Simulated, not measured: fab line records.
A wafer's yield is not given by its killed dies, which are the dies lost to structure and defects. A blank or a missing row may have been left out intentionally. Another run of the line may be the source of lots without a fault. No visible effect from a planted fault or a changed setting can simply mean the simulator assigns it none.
Which of the tools did it? | flow gf180mcu | Sampling: 13 lots, 39 wafers, 2 of 602 route steps

== WHAT THE GAUGES SHOWED, per wafer ==
GF_V1_THK_MEAS_01. Usual: V1_CVD_00_THK 596 nm, standard deviation 7.
lot  | measured     | on            | V1_CVD_00_THK (nm) | flag
L954 | day 17 06:39 | film-metro-03 | 592 599 592        |
L956 | day 18 08:22 | film-metro-04 | 589 593 595        |
L957 | day 18 13:19 | film-metro-02 | 593 600 594        |
L959 | day 19 06:04 | film-metro-03 | 601 596 602        |
L961 | day 20 01:12 | film-metro-04 | 606 601 607        |
L962 | day 20 14:06 | film-metro-02 | 605 601 595        |
L963 | day 21 01:13 | film-metro-02 | 599 604 599        |
L964 | day 21 11:32 | film-metro-04 | 593 594 595        |
L965 | day 21 22:38 | film-metro-03 | 585 593 610        |
L966 | day 22 05:34 | film-metro-04 | 592 592 593        |
L969 | day 23 07:49 | film-metro-02 | 594 601 594        |
L971 | day 23 20:46 | film-metro-04 | 590 584 583        |
L972 | day 23 23:38 | film-metro-03 | 592 595 586        |

GF_V1_CD_MEAS_14: the cd target is 260 nm. Usual: cd-nm reads 259.7 nm (standard deviation 1.1).
lot  | measured     | on        | cd-nm (nm)        | flag
L954 | day 18 05:19 | cd-sem-01 | 258.7 257.8 259.4 |
L956 | day 19 09:10 | cd-sem-02 | 259.4 259.0 259.7 |
L957 | day 19 13:57 | cd-sem-02 | 258.6 258.8 258.7 |
L959 | day 20 06:33 | cd-sem-01 | 260.0 259.6 258.9 |
L961 | day 21 02:13 | cd-sem-02 | 260.7 261.3 261.2 |
L962 | day 21 14:33 | cd-sem-01 | 260.5 260.3 259.7 |
L963 | day 22 01:09 | cd-sem-02 | 259.7 259.8 260.6 |
L964 | day 22 10:21 | cd-sem-02 | 260.4 260.7 261.2 |
L965 | day 22 22:36 | cd-sem-01 | 260.1 260.4 259.9 |
L966 | day 23 05:26 | cd-sem-02 | 259.5 261.6 260.4 |
L969 | day 24 07:03 | cd-sem-02 | 257.8 257.6 256.7 |
L971 | day 24 18:27 | cd-sem-02 | 259.6 260.4 260.8 |
L972 | day 24 21:06 | cd-sem-02 | 258.6 257.6 258.1 |

== TOOL THAT RAN EACH LOT (tool first, then ch and the chambers of the sampled wafers, then the start) ==
No process step before these readings appears in the record.

== AS READ BY THE TOOLS THEMSELVES (means over the sampled wafers that have a number; for cases with no such wafer, the mark the record gives instead) ==
The record holds no such reading with a usual standard deviation.

== THE ANSWER, worked out from the rows above alone ==
Rule: take the mean of a lot's wafers that have a number; if it is more than 3 standard deviations from the usual mean, the lot is off. A lot without any number at a reading at which 4 lots or more have one is off too. All remaining lots with rows at the step are treated as sound. After the gauges, taken in route order, come the tools' own readings; for these a lot's mean is taken, as printed above. The first step at which some lot is off is used, and at that step the reading that is off furthest; a lot without a number counts as furthest.
Nothing can be told from this: no lot is off at any reading shown.

== WHAT HAD BEEN PUT IN BY THE SIMULATOR ==
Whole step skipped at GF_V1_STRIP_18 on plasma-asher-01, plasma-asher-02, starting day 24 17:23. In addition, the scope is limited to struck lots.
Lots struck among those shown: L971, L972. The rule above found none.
